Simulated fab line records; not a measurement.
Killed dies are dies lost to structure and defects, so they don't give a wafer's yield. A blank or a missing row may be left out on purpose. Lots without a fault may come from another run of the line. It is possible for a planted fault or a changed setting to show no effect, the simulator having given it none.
fab line records	flow sky130
record lots=5	wafers=23
route steps=708 shown METAL3@560 VIA3@575 CAP2M@605 METAL4@623
startH: hours from the record's opening day to when the first of the lot's shown wafers began	waitH: time in hours since the lot's previous step	" repeats the value in the row above	L1.1+2: several wafers, shown together as one row	- either no value or no given start	* or withheld: withheld	< > ~ a bound
route shown NAME@n: NAME is a module with steps in the file, n the number in the route of the first one	usual: mean/standard deviation of fault-free wafers	same: alike in all rows	chamber/n: place in a boat	sites: the reading at each site	_std_site: standard deviation of those values	_edge_site: outer sites' mean less inner sites'	radiusMm: how far each site lies from the wafer's centre	mask NAME#n: copy n	behind: the last tool/chamber to shape the wafer	hold: cause of the lot's hold/its duration in hours/its outcome	device: which transistor (n, p or np) failed to switch	end of line: the route-end tests of the same wafers	a step without rows: its recipe alone	killed: dies that structure and defects cost at the first sort, which is not the same as the wafer's yield	map: per-die view of a wafer (x killed, . not killed, _ where there is no die)
set.NAME: the setting that was run; set.NAME@STEP: the one run at that earlier step	model.NAME: the simulator's own value behind a step, which no gauge read
one table per step and one row per wafer, for lots whose settings were changed on purpose
## steps
# step SKY_METAL3_EXPOSE_10
# recipe maskId=MM3	na=0.68	sourceShape=annular	sigmaInner=0.4	sigmaOuter=0.8	targetCdNm=300	doseMj=28
lot.wafer	tool	chamber	startH	waitH	mask	set.doseMj
L076.2+3+5	krfScanner-02	0	-	-	MM3#0	28
L076.4+6	"	0	"	"	MM3#0	29.2
L079.1+4+5	krfScanner-01	0	-	-	MM3#0	28
L079.2+3	"	0	"	"	MM3#0	26.36
L081.1+2+6	krfScanner-02	0	-	-	MM3#0	28
L080.1+5+6	krfScanner-02	0	-	-	MM3#0	26.77
L080.3+4	"	0	"	"	MM3#0	28
L085.1+2+4+5+6	krfScanner-02	0	-	-	MM3#0	28
# step SKY_METAL3_PEB_11
# recipe pebTempC=withheld	pebTimeS=withheld	resist=KrF-thick
# step SKY_METAL3_DEVELOP_12
# recipe developTimeS=60	resist=KrF-thick	devTempC=21
# step SKY_METAL3_CD_MEAS_13
# recipe targetCdNm=300
# usual cdNm=300.8/1.4
lot.wafer	tool	chamber	startH	waitH	set.doseMj@METAL3_EXPOSE_10	cdNm
L076.2	cdSem-01	-	972.28	-	28	302.3
L076.3	"	-	"	"	28	302.5
L076.4	"	-	"	"	29.2	295.7
L076.5	"	-	"	"	28	303.0
L076.6	"	-	"	"	29.2	295.0
L079.1	cdSem-02	-	972.61	-	28	302.4
L079.2	"	-	"	"	26.36	314.8
L079.3	"	-	"	"	26.36	312.5
L079.4	"	-	"	"	28	302.3
L079.5	"	-	"	"	28	300.9
L081.1	cdSem-01	-	975.86	-	28	299.8
L081.2	"	-	"	"	28	302.1
L081.6	"	-	"	"	28	301.5
L080.1	cdSem-01	-	981.08	-	26.77	309.8
L080.3	"	-	"	"	28	301.2
L080.4	"	-	"	"	28	301.9
L080.5	"	-	"	"	26.77	307.6
L080.6	"	-	"	"	26.77	309.1
L085.1	cdSem-02	-	1040.31	-	28	299.3
L085.2	"	-	"	"	28	299.9
L085.4	"	-	"	"	28	298.3
L085.5	"	-	"	"	28	300.7
L085.6	"	-	"	"	28	298.1
# step SKY_METAL3_DESCUM_15
# recipe chemistry=O2	sourcePowerW=150	biasPowerW=0	pressureMtorr=10	tempC=40	timeS=8
lot.wafer	tool	chamber	startH	waitH	set.doseMj@METAL3_EXPOSE_10	model.METAL3.cdNm
L076.2	rieMetal-02	1	972.41	0.0	28	302
L076.3	"	1	"	"	28	302.1
L076.4	"	0	"	"	29.2	295.5
L076.5	"	1	"	"	28	302.7
L076.6	"	0	"	"	29.2	294.9
L079.1+4	rieMetal-02	0	972.76	0.0	28	302.7
L079.2	"	1	"	"	26.36	314.6
L079.3	"	1	"	"	26.36	312.2
L079.5	"	1	"	"	28	301.1
L081.1	rieMetal-04	1	976.01	0.0	28	300.1
L081.2	"	0	"	"	28	301.9
L081.6	"	1	"	"	28	301.3
L080.1	rieMetal-01	0	981.23	0.0	26.77	310.3
L080.3	"	0	"	"	28	301.7
L080.4	"	1	"	"	28	301.3
L080.5	"	1	"	"	26.77	307.5
L080.6	"	0	"	"	26.77	309.9
L085.1	rieMetal-04	1	1040.46	0.0	28	299.1
L085.2	"	0	"	"	28	299.5
L085.4	"	0	"	"	28	298.2
L085.5	"	0	"	"	28	300.4
L085.6	"	1	"	"	28	297.8
# step SKY_METAL3_ETCH_16
# recipe chemistry=N2/H2	target=BARC	ionEnergyEv=200	biasW=100	pressureMtorr=30	n2FlowSccm=100	h2FlowSccm=200	icpW=500	stopOn=SiO2	timeS=88.2	targetDepthA=600
# step SKY_METAL3_ETCH_17
# recipe target=SiO2	stopOn=TiN	chemistry=C4F8/O2/Ar	sourceW=1500	biasW=1200	pressureMtorr=40	c4f8FlowSccm=withheld	O2_flow_sccm=6	Ar_flow_sccm=300	timeS=3.9	targetDepthA=150
# step SKY_METAL3_METAL_ETCH_18
# recipe targetDepthA=8450	stopOn=SiO2	overEtchFrac=0.3	timeS=183.1	chemistry=Cl2/BCl3	resistSidewallDeg=88	pressureMtorr=10	icpW=900	biasW=48.5	Cl2_flow_sccm=60	bcl3FlowSccm=30
# usual oesProductAu=0.868/0.006
lot.wafer	tool	chamber	startH	waitH	set.powerW@METAL3_SPUTTER_02	oesProductAu	model.METAL3.featureDepthNm
L076.2	rieMetal-01	0	972.56	0.0	10600	0.856	857.1
L076.3	"	0	"	"	11630	0.901	919.4
L076.4	"	1	"	"	10600	0.858	859.1
L076.5	"	1	"	"	10600	0.861	861.2
L076.6	"	0	"	"	11630	0.897	-
L079.1	rieMetal-04	1	972.91	0.0	10600	0.861	866.4
L079.2	"	0	"	"	9800	0.836	-
L079.3	"	1	"	"	9800	0.838	-
L079.4	"	0	"	"	9800	0.838	811.2
L079.5	"	0	"	"	10600	0.871	867.6
L081.1	rieMetal-02	1	976.16	0.0	10600	0.863	860.1
L081.2	"	0	"	"	10600	0.859	864.7
L081.6	"	1	"	"	10600	0.856	858.8
L080.1	rieMetal-04	1	981.38	0.0	10600	0.872	867.8
L080.3	"	1	"	"	10600	0.862	864.7
L080.4	"	0	"	"	11210	0.894	-
L080.5	"	1	"	"	10600	0.864	869.2
L080.6	"	0	"	"	11210	0.892	-
L085.1	rieMetal-01	1	1040.61	0.0	10600	0.873	865.1
L085.2	"	0	"	"	9460	0.817	784.1
L085.4	"	1	"	"	10600	0.866	863.9
L085.5	"	0	"	"	9460	0.827	-
L085.6	"	1	"	"	9460	0.821	786.4
# step SKY_VIA3_CMP_02
# recipe material=SiO2	downForcePsi=4	platenRpm=60	padVelocityMS=0.94248
lot.wafer	tool	chamber	startH	waitH	set.leaveAboveRefNm	model.SiO2_of_VIA3_HDPCVD_00.thkNm
L076.4	cmp-01	0	973.84	0.2	465	465.7
L076.2	"	1	"	"	465	466.8
L076.3	"	3	"	"	465	467.1
L076.6	"	0	"	"	465	464.9
L076.5	"	1	"	"	465	465.4
L079.1	cmp-01	1	974.14	0.3	465	465.4
L079.2	"	2	"	"	465	464.5
L079.4	"	3	"	"	491.7	492.8
L079.3	"	0	"	"	465	464.6
L079.5	"	2	"	"	491.7	491.7
L081.1	cmp-02	3	977.61	0.3	465	466
L081.2	"	1	"	"	465	464.9
L081.6	"	3	"	"	465	466.3
L080.3	cmp-01	3	983.01	0.1	465	466.2
L080.1	"	0	"	"	465	464.8
L080.4	"	1	"	"	456	457.7
L080.6	"	2	"	"	465	465.5
L080.5	"	3	"	"	456	456.6
L085.2+5	cmp-01	2	1041.89	0.3	498	498.8
L085.1	"	3	"	"	498	500.3
L085.4	"	1	"	"	465	466.5
L085.6	"	3	"	"	465	465.8
# step SKY_VIA3_COAT_07
# recipe resist=KrF-thick	spinRpm=3000	resistThkNm=450
lot.wafer	tool	chamber	startH	waitH	set.resistThkNm	model.KrF-thick_of_VIA3_COAT_07.thkNm
L076.2	lithoTrack-03	0	-	-	450	448.8
L076.3	"	0	"	"	450	449.3
L076.4	"	0	"	"	471.4	470
L076.5	"	0	"	"	471.4	469.6
L076.6	"	0	"	"	471.4	471.6
L079.1	lithoTrack-01	0	-	-	450	449.2
L079.2	"	0	"	"	461.2	461.3
L079.3	"	0	"	"	450	449.8
L079.4	"	0	"	"	461.2	461.7
L079.5	"	0	"	"	461.2	461
L081.1	lithoTrack-02	0	-	-	450	449.2
L081.2	"	0	"	"	450	448.8
L081.6	"	0	"	"	450	448.9
L080.1	lithoTrack-03	0	-	-	464.2	461.9
L080.3	"	0	"	"	450	447.9
L080.4	"	0	"	"	450	447.7
L080.5	"	0	"	"	450	447
L080.6	"	0	"	"	464.2	462
L085.1+6	lithoTrack-03	0	-	-	450	449
L085.2	"	0	"	"	450	448.5
L085.4	"	0	"	"	450	449.8
L085.5	"	0	"	"	450	448.2
# step SKY_VIA3_ETCH_14
# recipe chemistry=N2/H2	target=BARC	ionEnergyEv=200	sourceW=500	biasW=100	pressureMtorr=30	n2FlowSccm=100	h2FlowSccm=200	stopOn=SiO2	timeS=45.9	targetDepthA=600
lot.wafer	tool	chamber	startH	waitH	set.biasW	set.resistThkNm@VIA3_COAT_07	model.KrF-thick_of_VIA3_COAT_07.thkNm
L076.2	rieDiel-03	0	1000.03	0.0	108.3	450	389.1
L076.3	"	2	"	"	100	450	390.7
L076.4	"	0	"	"	100	471.4	411.8
L076.5	"	2	"	"	108.3	471.4	409.6
L076.6	"	1	"	"	108.3	471.4	412.8
L079.1	rieDiel-02	1	1000.80	0.0	106.5	450	390.7
L079.2	"	0	"	"	106.5	461.2	402.8
L079.3	"	3	"	"	100	450	392.3
L079.4	"	2	"	"	100	461.2	404.9
L079.5	"	3	"	"	100	461.2	403.6
L081.1	rieDiel-02	0	1003.03	0.0	100	450	391.8
L081.2	"	2	"	"	100	450	392
L081.6	"	3	"	"	100	450	391.2
L080.1	rieDiel-04	0	1007.49	0.0	106.8	464.2	402.9
L080.3	"	2	"	"	100	450	389.8
L080.4	"	1	"	"	100	450	389.7
L080.5	"	3	"	"	106.8	450	389
L080.6	"	2	"	"	100	464.2	404.2
L085.1	rieDiel-03	1	1064.18	0.0	100	450	391
L085.2	"	3	"	"	100	450	389.9
L085.4	"	0	"	"	100	450	392.1
L085.5	"	2	"	"	100	450	389.4
L085.6	"	1	"	"	100	450	390.9
# step SKY_VIA3_ETCH_15
# recipe target=SiO2	chemistry=C4F8/O2/Ar	targetDepthNm=507	stopOn=TiN	maskMaterial=KrF-thick	sourceW=1500	biasW=1200	pressureMtorr=40	c4f8FlowSccm=withheld	O2_flow_sccm=6	Ar_flow_sccm=300	timeS=78
# usual oesProductAu=0.947/0.0044
lot.wafer	tool	chamber	startH	waitH	set.leaveAboveRefNm@VIA3_CMP_02	set.resistThkNm@VIA3_COAT_07	oesProductAu	model.VIA3.featureDepthNm	model.KrF-thick_of_VIA3_COAT_07.thkNm
L076.2	rieDiel-03	0	1000.08	0.0	465	450	0.943	466.7	287.3
L076.3	"	2	"	"	465	450	0.942	467.1	287.8
L076.4	"	0	"	"	465	471.4	0.955	465.7	310.3
L076.5	"	2	"	"	465	471.4	0.946	465.4	306.9
L076.6	"	1	"	"	465	471.4	0.939	464.8	312.7
L079.1	rieDiel-02	1	1000.84	0.0	465	450	0.951	465.3	287.6
L079.2	"	0	"	"	465	461.2	0.940	464.5	301.2
L079.3	"	3	"	"	465	450	0.946	464.6	290
L079.4	"	2	"	"	491.7	461.2	0.979	492.8	304.7
L079.5	"	3	"	"	491.7	461.2	0.983	491.7	302
L081.1	rieDiel-02	0	1003.08	0.0	465	450	0.947	466	289.5
L081.2	"	2	"	"	465	450	0.943	464.9	291.9
L081.6	"	3	"	"	465	450	0.949	466.3	289.1
L080.1	rieDiel-04	0	1007.54	0.0	465	464.2	0.948	464.7	300.5
L080.3	"	2	"	"	465	450	0.941	466.2	288.6
L080.4	"	1	"	"	456	450	0.942	457.7	288
L080.5	"	3	"	"	456	450	0.935	456.6	289.4
L080.6	"	2	"	"	465	464.2	0.946	465.5	302.8
L085.1	rieDiel-03	1	1064.22	0.0	498	450	0.983	500.3	288.9
L085.2	"	3	"	"	498	450	0.986	498.8	286.9
L085.4	"	0	"	"	465	450	0.947	466.5	290.9
L085.5	"	2	"	"	498	450	0.985	498.8	285.8
L085.6	"	1	"	"	465	450	0.942	465.8	288.8
# step SKY_VIA3_STRIP_16
# recipe chemistry=O2/N2	powerW=1400	pressureMtorr=1500	platenTempC=withheld	o2FlowSccm=3000	n2FlowSccm=300	overashFraction=0.5
# usual stripTimeToEndpointS=4.117/0.023
lot.wafer	tool	chamber	startH	waitH	set.resistThkNm@VIA3_COAT_07	stripTimeToEndpointS
L076.2	plasmaAsher-01	1	1000.14	0.0	450	4.075
L076.3	"	1	"	"	450	4.089
L076.4	"	0	"	"	471.4	4.331
L076.5	"	0	"	"	471.4	4.298
L076.6	"	1	"	"	471.4	4.345
L079.1	plasmaAsher-01	1	1000.90	0.0	450	4.097
L079.2	"	0	"	"	461.2	4.237
L079.3	"	0	"	"	450	4.124
L079.4	"	1	"	"	461.2	4.264
L079.5	"	0	"	"	461.2	4.237
L081.1	plasmaAsher-01	1	1003.14	0.0	450	4.109
L081.2	"	0	"	"	450	4.150
L081.6	"	0	"	"	450	4.094
L080.1	plasmaAsher-04	0	1007.60	0.0	464.2	4.217
L080.3	"	1	"	"	450	4.088
L080.4	"	0	"	"	450	4.091
L080.5	"	1	"	"	450	4.099
L080.6	"	0	"	"	464.2	4.255
L085.1	plasmaAsher-04	0	1064.28	0.0	450	4.104
L085.2	"	1	"	"	450	4.078
L085.4	"	0	"	"	450	4.134
L085.5	"	1	"	"	450	4.082
L085.6	"	0	"	"	450	4.096
# step SKY_CAP2M_SPUTTER_02
# recipe material=TiN	targetThkNm=200	tempC=300	powerW=6500	timeS=166.7	chamberPressurePa=0.4
lot.wafer	tool	chamber	startH	waitH	set.timeS	model.TiN_of_CAP2M_SPUTTER_02.thkNm
L076.2	pvdSputter-01	-	1001.88	0.0	166.7	202.4
L076.3	"	-	"	"	143.7	172.5
L076.4	"	-	"	"	143.7	174.5
L076.5	"	-	"	"	166.7	204.8
L076.6	"	-	"	"	143.7	173.1
L079.1	pvdSputter-01	-	1002.41	0.1	151.2	181.2
L079.2	"	-	"	"	151.2	181.9
L079.3	"	-	"	"	166.7	199.9
L079.4	"	-	"	"	151.2	182.4
L079.5	"	-	"	"	166.7	200.9
L081.1	pvdSputter-04	-	1004.64	0.1	166.7	198.2
L081.2	"	-	"	"	166.7	197.7
L081.6	"	-	"	"	166.7	198.4
L080.1	pvdSputter-01	-	1009.09	0.1	183.2	217.6
L080.3	"	-	"	"	183.2	220.1
L080.4	"	-	"	"	183.2	217.5
L080.5	"	-	"	"	166.7	201.5
L080.6	"	-	"	"	166.7	198.6
L085.1	pvdSputter-03	-	1065.81	0.1	183.7	217.9
L085.2	"	-	"	"	166.7	199.9
L085.4	"	-	"	"	183.7	218.1
L085.5	"	-	"	"	183.7	218.8
L085.6	"	-	"	"	166.7	198.2
# step SKY_CAP2M_RS_MEAS_03
# recipe thkMeasGauge=four-point-probe	reads=TiN_of_CAP2M_SPUTTER_02
# usual CAP2M_TIN_RS=6.94/0.067
lot.wafer	tool	chamber	startH	waitH	set.timeS@CAP2M_SPUTTER_02	CAP2M_TIN_RS[ohm/sq]
L076.2	filmMetro-02	-	1002.01	0.1	166.7	6.81
L076.3	"	-	"	"	143.7	8.05
L076.4	"	-	"	"	143.7	7.96
L076.5	"	-	"	"	166.7	6.76
L076.6	"	-	"	"	143.7	8.02
L079.1	filmMetro-04	-	1002.52	0.1	151.2	7.64
L079.2	"	-	"	"	151.2	7.61
L079.3	"	-	"	"	166.7	6.91
L079.4	"	-	"	"	151.2	7.59
L079.5	"	-	"	"	166.7	6.88
L081.1	filmMetro-01	-	1004.75	0.1	166.7	6.97
L081.2	"	-	"	"	166.7	6.99
L081.6	"	-	"	"	166.7	6.96
L080.1	filmMetro-04	-	1009.20	0.1	183.2	6.34
L080.3	"	-	"	"	183.2	6.26
L080.4	"	-	"	"	183.2	6.34
L080.5	"	-	"	"	166.7	6.85
L080.6	"	-	"	"	166.7	6.96
L085.1	filmMetro-04	-	1065.91	0.1	183.7	6.33
L085.2	"	-	"	"	166.7	6.90
L085.4	"	-	"	"	183.7	6.32
L085.5	"	-	"	"	183.7	6.31
L085.6	"	-	"	"	166.7	6.98
# step SKY_CAP2M_THK_MEAS_04
# recipe thkMeasGauge=xrf	reads=TiN_of_CAP2M_SPUTTER_02
# usual CAP2M_TIN_THK=199.9/2.1
lot.wafer	tool	chamber	startH	waitH	set.timeS@CAP2M_SPUTTER_02	CAP2M_TIN_THK[nm]
L076.2	filmMetro-02	-	1002.12	0.1	166.7	201.8
L076.3	"	-	"	"	143.7	172.4
L076.4	"	-	"	"	143.7	173.2
L076.5	"	-	"	"	166.7	204.1
L076.6	"	-	"	"	143.7	173.2
L079.1	filmMetro-04	-	1002.64	0.1	151.2	181.8
L079.2	"	-	"	"	151.2	182.6
L079.3	"	-	"	"	166.7	200.1
L079.4	"	-	"	"	151.2	182.4
L079.5	"	-	"	"	166.7	201.9
L081.1	filmMetro-01	-	1004.87	0.1	166.7	199.1
L081.2	"	-	"	"	166.7	199.9
L081.6	"	-	"	"	166.7	200.3
L080.1	filmMetro-04	-	1009.32	0.1	183.2	217.7
L080.3	"	-	"	"	183.2	221.8
L080.4	"	-	"	"	183.2	219.5
L080.5	"	-	"	"	166.7	203.3
L080.6	"	-	"	"	166.7	200.1
L085.1	filmMetro-04	-	1066.03	0.1	183.7	219.1
L085.2	"	-	"	"	166.7	201.0
L085.4	"	-	"	"	183.7	219.1
L085.5	"	-	"	"	183.7	220.7
L085.6	"	-	"	"	166.7	199.7
# step SKY_CAP2M_HMDS_06
# recipe primeTimeS=60	primeTempC=120
lot.wafer	tool	chamber	startH	waitH	set.primeTimeS
L076.2+6	lithoTrack-04	0	1010.88	0.1	55.31
L076.3+4+5	"	0	"	"	60
L079.1+2+3+4+5	lithoTrack-03	0	1011.54	0.1	60
L081.1+2+6	lithoTrack-01	0	1014.37	0.1	60
L080.1+3+5	lithoTrack-01	0	1020.37	0.1	54.36
L080.4+6	"	0	"	"	60
L085.1+4	lithoTrack-04	0	1075.51	0.1	68.6
L085.2+5+6	"	0	"	"	60
# step SKY_CAP2M_COAT_07
# recipe resist=NOVOLAK	spinRpm=3000	resistThkNm=1140
# step SKY_CAP2M_SOFTBAKE_08
# recipe tempC=90	timeS=60	resist=NOVOLAK
# step SKY_CAP2M_DEVELOP_11
# recipe resist=NOVOLAK	developer=TMAH	developTimeS=60	devTempC=23
# step SKY_CAP2M_METAL_ETCH_13
# recipe targetDepthNm=220	stopOn=SiO2	chemistry=Cl2/BCl3	target=TiN	pressureMtorr=10	icpW=900	biasW=48.5	Cl2_flow_sccm=60	bcl3FlowSccm=30	timeS=62.9
# usual oesProductAu=0.940/0.0073
lot.wafer	tool	chamber	startH	waitH	set.timeS@CAP2M_SPUTTER_02	oesProductAu
L076.2	rieMetal-02	0	1022.91	0.0	166.7	0.940
L076.3	"	1	"	"	143.7	0.863
L076.4	"	0	"	"	143.7	0.874
L076.5	"	0	"	"	166.7	0.969
L076.6	"	1	"	"	143.7	0.866
L079.1	rieMetal-04	0	1023.33	0.0	151.2	0.882
L079.2	"	1	"	"	151.2	0.888
L079.3	"	0	"	"	166.7	0.934
L079.4	"	1	"	"	151.2	0.892
L079.5	"	1	"	"	166.7	0.947
L081.1	rieMetal-03	0	1025.53	0.0	166.7	0.930
L081.2	"	1	"	"	166.7	0.938
L081.6	"	1	"	"	166.7	0.940
L080.1	rieMetal-04	1	1030.29	0.0	183.2	0.989
L080.3	"	1	"	"	183.2	0.989
L080.4	"	0	"	"	183.2	0.980
L080.5	"	0	"	"	166.7	0.949
L080.6	"	1	"	"	166.7	0.942
L085.1	rieMetal-04	0	1086.11	0.0	183.7	0.972
L085.2	"	1	"	"	166.7	0.936
L085.4	"	1	"	"	183.7	0.987
L085.5	"	1	"	"	183.7	0.982
L085.6	"	0	"	"	166.7	0.938
# step SKY_METAL4_COAT_07
# recipe resist=BARC	tempC=withheld	timeS=withheld	spinRpm=3000	resistThkNm=60
lot.wafer	tool	chamber	startH	waitH	set.resistThkNm
L076.2+3+5	lithoTrack-04	0	1032.88	0.1	63.55
L076.4+6	"	0	"	"	60
L079.1+5	lithoTrack-01	0	1033.67	0.1	60
L079.2+3+4	"	0	"	"	62.26
L081.1+2+6	lithoTrack-04	0	1036.26	0.1	60
L080.1+3+4+5+6	lithoTrack-04	0	1044.16	0.1	60
L085.1+2+4+5+6	lithoTrack-02	0	1096.43	0.1	60
## key
split step=SKY_METAL3_EXPOSE_10	setting=doseMj	stated=28	by=wafer
response step=SKY_METAL3_CD_MEAS_13	reading=cdNm	change=-1.83	per=1%	r=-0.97
response step=SKY_METAL3_DESCUM_15	reading=model.METAL3.cdNm	change=-1.81	per=1%	r=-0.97
split step=SKY_VIA3_CMP_02	setting=leaveAboveRefNm	stated=465	by=wafer
response step=SKY_VIA3_CMP_02	reading=model.SiO2_of_VIA3_HDPCVD_00.thkNm	change=+4.7	per=1%	r=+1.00
response step=SKY_VIA3_ETCH_15	reading=oesProductAu	change=+0.00578	per=1%	r=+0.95
response step=SKY_VIA3_ETCH_15	reading=model.VIA3.featureDepthNm	change=+4.7	per=1%	r=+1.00
split step=SKY_VIA3_COAT_07	setting=resistThkNm	stated=450	by=wafer
response step=SKY_VIA3_COAT_07	reading=model.KrF-thick_of_VIA3_COAT_07.thkNm	change=+4.55	per=1%	r=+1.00
response step=SKY_VIA3_ETCH_14	reading=model.KrF-thick_of_VIA3_COAT_07.thkNm	change=+4.57	per=1%	r=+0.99
response step=SKY_VIA3_ETCH_15	reading=model.KrF-thick_of_VIA3_COAT_07.thkNm	change=+4.69	per=1%	r=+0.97
response step=SKY_VIA3_STRIP_16	reading=stripTimeToEndpointS	change=*	per=1%	r=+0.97
split step=SKY_VIA3_ETCH_14	setting=biasW	stated=100	by=wafer
response none clear
split step=SKY_CAP2M_SPUTTER_02	setting=timeS	stated=166.7	by=wafer
response step=SKY_CAP2M_SPUTTER_02	reading=model.TiN_of_CAP2M_SPUTTER_02.thkNm	change=+2.02	per=1%	r=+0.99
response step=SKY_CAP2M_RS_MEAS_03	reading=CAP2M_TIN_RS	change=-0.0746	per=1%	r=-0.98
response step=SKY_CAP2M_THK_MEAS_04	reading=CAP2M_TIN_THK	change=+2.01	per=1%	r=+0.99
response step=SKY_CAP2M_METAL_ETCH_13	reading=oesProductAu	change=+0.0053	per=1%	r=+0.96
split step=SKY_CAP2M_HMDS_06	setting=primeTimeS	stated=60	by=wafer
response none clear
split step=SKY_METAL4_COAT_07	setting=resistThkNm	stated=60	by=wafer
response none in this file
split outsideThisFile step=SKY_METAL3_SPUTTER_02 setting=powerW
# split outsideThisFile: this setting was split too, and the file shows its column; the key of that split is in another file
